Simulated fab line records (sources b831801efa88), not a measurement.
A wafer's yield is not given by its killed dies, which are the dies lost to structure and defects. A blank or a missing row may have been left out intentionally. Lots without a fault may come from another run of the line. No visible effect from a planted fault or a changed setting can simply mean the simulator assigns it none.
Split-lot trial / flow gf180mcu / 5 lots, 23 wafers read, on a route of 602 steps

== SPLIT DETAILS ==
At GF_M3_SPUTTER_02 (material AlCu, target thk 450 nm, time 23.9 s), the setting power-w was moved away from the recipe's 10600 W on 11 of the 23 wafers read, by -8.7% to +3.2%. The other wafers ran this setting at the recipe's value.

== FROM THE SPLIT TO THE READING: what the file shows between them, 7 steps ==
- GF_M3_SPUTTER_03: material Ti, target thk 10 nm, time 6.7 s
- GF_M3_SPUTTER_04: material TiN, target thk 50 nm, time 41.7 s
- GF_M3_RS_MEAS_05: measures by four-point-probe
- GF_M3_THK_MEAS_06: measures by xrf
- GF_M3_PEB_12: peb time 90 s (also split here: peb-temp-c)
- GF_M3_DEVELOP_13: develop time 57.74 s
- GF_M3_CD_MEAS_14: target cd 280 nm

== THE READING ==
oes-product-au, in a.u., at GF_M3_METAL_ETCH_16 (etches the open film in Cl2/BCl3, stops on SiO2, target depth 627.5 nm, time 104.6 s). Fault-free wafers of this fab line usually give 0.969 a.u., standard deviation 0.0077 a.u.

wafer=L079.1; tool, chamber at the split=pvd-sputter-01, -; power-w as run, W=10050; against the recipe=-5.2%; oes-product-au, a.u.=0.936; against lot-mates on the recipe=-0.023
wafer=L079.3; tool, chamber at the split=pvd-sputter-01, -; power-w as run, W=10050; against the recipe=-5.2%; oes-product-au, a.u.=0.933; against lot-mates on the recipe=-0.026
wafer=L079.4; tool, chamber at the split=pvd-sputter-01, -; power-w as run, W=10050; against the recipe=-5.2%; oes-product-au, a.u.=0.939; against lot-mates on the recipe=-0.021
wafer=L079.5; tool, chamber at the split=pvd-sputter-01, -; power-w as run, W=10600; against the recipe=recipe; oes-product-au, a.u.=0.964; against lot-mates on the recipe=-
wafer=L079.6; tool, chamber at the split=pvd-sputter-01, -; power-w as run, W=10600; against the recipe=recipe; oes-product-au, a.u.=0.955; against lot-mates on the recipe=-
wafer=L081.1; tool, chamber at the split=pvd-sputter-03, -; power-w as run, W=10930; against the recipe=+3.1%; oes-product-au, a.u.=0.973; against lot-mates on the recipe=+0.007
wafer=L081.2; tool, chamber at the split=pvd-sputter-03, -; power-w as run, W=10600; against the recipe=recipe; oes-product-au, a.u.=0.967; against lot-mates on the recipe=-
wafer=L081.3; tool, chamber at the split=pvd-sputter-03, -; power-w as run, W=10600; against the recipe=recipe; oes-product-au, a.u.=0.964; against lot-mates on the recipe=-
wafer=L081.5; tool, chamber at the split=pvd-sputter-03, -; power-w as run, W=10930; against the recipe=+3.1%; oes-product-au, a.u.=0.988; against lot-mates on the recipe=+0.022
wafer=L081.6; tool, chamber at the split=pvd-sputter-03, -; power-w as run, W=10930; against the recipe=+3.1%; oes-product-au, a.u.=0.968; against lot-mates on the recipe=+0.002
wafer=L080.1; tool, chamber at the split=pvd-sputter-01, -; power-w as run, W=9683; against the recipe=-8.7%; oes-product-au, a.u.=0.937; against lot-mates on the recipe=-0.037
wafer=L080.2; tool, chamber at the split=pvd-sputter-01, -; power-w as run, W=10600; against the recipe=recipe; oes-product-au, a.u.=0.972; against lot-mates on the recipe=-
wafer=L080.3; tool, chamber at the split=pvd-sputter-01, -; power-w as run, W=9683; against the recipe=-8.7%; oes-product-au, a.u.=0.927; against lot-mates on the recipe=-0.047
wafer=L080.4; tool, chamber at the split=pvd-sputter-01, -; power-w as run, W=9683; against the recipe=-8.7%; oes-product-au, a.u.=0.922; against lot-mates on the recipe=-0.052
wafer=L080.5; tool, chamber at the split=pvd-sputter-01, -; power-w as run, W=10600; against the recipe=recipe; oes-product-au, a.u.=0.977; against lot-mates on the recipe=-
wafer=L082.1; tool, chamber at the split=pvd-sputter-01, -; power-w as run, W=10940; against the recipe=+3.2%; oes-product-au, a.u.=0.977; against lot-mates on the recipe=+0.007
wafer=L082.2; tool, chamber at the split=pvd-sputter-01, -; power-w as run, W=10600; against the recipe=recipe; oes-product-au, a.u.=0.965; against lot-mates on the recipe=-
wafer=L082.3; tool, chamber at the split=pvd-sputter-01, -; power-w as run, W=10600; against the recipe=recipe; oes-product-au, a.u.=0.975; against lot-mates on the recipe=-
wafer=L082.4; tool, chamber at the split=pvd-sputter-01, -; power-w as run, W=10940; against the recipe=+3.2%; oes-product-au, a.u.=0.982; against lot-mates on the recipe=+0.012
wafer=L082.5; tool, chamber at the split=pvd-sputter-01, -; power-w as run, W=10600; against the recipe=recipe; oes-product-au, a.u.=0.969; against lot-mates on the recipe=-
wafer=L085.3; tool, chamber at the split=pvd-sputter-02, -; power-w as run, W=10600; against the recipe=recipe; oes-product-au, a.u.=0.976; against lot-mates on the recipe=-
wafer=L085.4; tool, chamber at the split=pvd-sputter-02, -; power-w as run, W=10600; against the recipe=recipe; oes-product-au, a.u.=0.975; against lot-mates on the recipe=-
wafer=L085.6; tool, chamber at the split=pvd-sputter-02, -; power-w as run, W=10600; against the recipe=recipe; oes-product-au, a.u.=0.967; against lot-mates on the recipe=-

FIT RESULTS
A straight line over all 23 wafers: oes-product-au changes by +0.00459 a.u. for each +1% of power-w; r = +0.93; the points scatter about the line by 0.0072 a.u.
The same after taking each lot's own level away (the mean of its wafers on the recipe; 23 wafers): +0.00474 a.u. for each +1%; r = +0.96; scatter 0.0056 a.u.
That fit puts the effect of the largest move of power-w on the reading at 0.041 a.u.
From 0.9595 to 0.9745 a.u.: that is the span of the lots' own levels, equal to 1.9 times the standard deviation above.
So the lot-to-lot level changes the slope little: the two slopes agree.
Check: for one of the wafers moved furthest among these (-8.7%), held out of the fit, the line's prediction against its lot-mates is -0.0438 a.u. It came out at -0.0375 a.u. against them.

== THE OTHER SPLITS THESE WAFERS WENT THROUGH ==
These wafers also went through other splits before the reading. Each is held against what the fit with the lots' levels taken away leaves over:
other split on the same wafers=GF_SALICIDE_SPUTTER_02 time-s; wafers away from the commonest value=7; r with oes-product-au (lot level and that fit taken away)=-0.01
other split on the same wafers=GF_CONTACT_CVD_00 sih4-flow-sccm; wafers away from the commonest value=6; r with oes-product-au (lot level and that fit taken away)=+0.00
other split on the same wafers=GF_CONTACT_PEB_12 peb-time-s; wafers away from the commonest value=7; r with oes-product-au (lot level and that fit taken away)=-0.13
other split on the same wafers=GF_M1_SPUTTER_04 power-w; wafers away from the commonest value=5; r with oes-product-au (lot level and that fit taken away)=-0.12
other split on the same wafers=GF_M2_SPUTTER_00 time-s; wafers away from the commonest value=8; r with oes-product-au (lot level and that fit taken away)=-0.11
other split on the same wafers=GF_V2_SPUTTER_22 power-w; wafers away from the commonest value=10; r with oes-product-au (lot level and that fit taken away)=+0.12
other split on the same wafers=GF_M3_PEB_12 peb-temp-c; wafers away from the commonest value=8; r with oes-product-au (lot level and that fit taken away)=+0.08

== THE WHOLE CHAIN: every reading that the file lists as answering this split, in the file's order ==
step=GF_M3_SPUTTER_02; what it does=material AlCu, target thk 450 nm, time 23.9 s; reading=AlCu_of_M3_SPUTTER_02.thk-nm (the simulator's own value, which no gauge read); change (the file's fit)=+4.71 nm for each +1% of the setting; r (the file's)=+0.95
step=GF_M3_RS_MEAS_05; what it does=measures by four-point-probe; reading=M3_ALCU_RS; change (the file's fit)=-0.000812 for each +1% of the setting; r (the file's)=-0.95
step=GF_M3_THK_MEAS_06; what it does=measures by xrf; reading=M3_ALCU_THK; change (the file's fit)=+4.73 for each +1% of the setting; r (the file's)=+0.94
step=GF_M3_METAL_ETCH_16; what it does=etches the open film in Cl2/BCl3, stops on SiO2, target depth 627.5 nm, time 104.6 s; reading=oes-product-au; change (the file's fit)=+0.00478 a.u. for each +1% of the setting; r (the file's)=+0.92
step=GF_M3_METAL_ETCH_16; what it does=etches the open film in Cl2/BCl3, stops on SiO2, target depth 627.5 nm, time 104.6 s; reading=M3.feature-depth-nm (the simulator's own value, which no gauge read); change (the file's fit)=+4.4 nm for each +1% of the setting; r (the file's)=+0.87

== FILE'S OWN FIT ==
oes-product-au changes by +0.00478 a.u. for each +1% of power-w, r = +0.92.
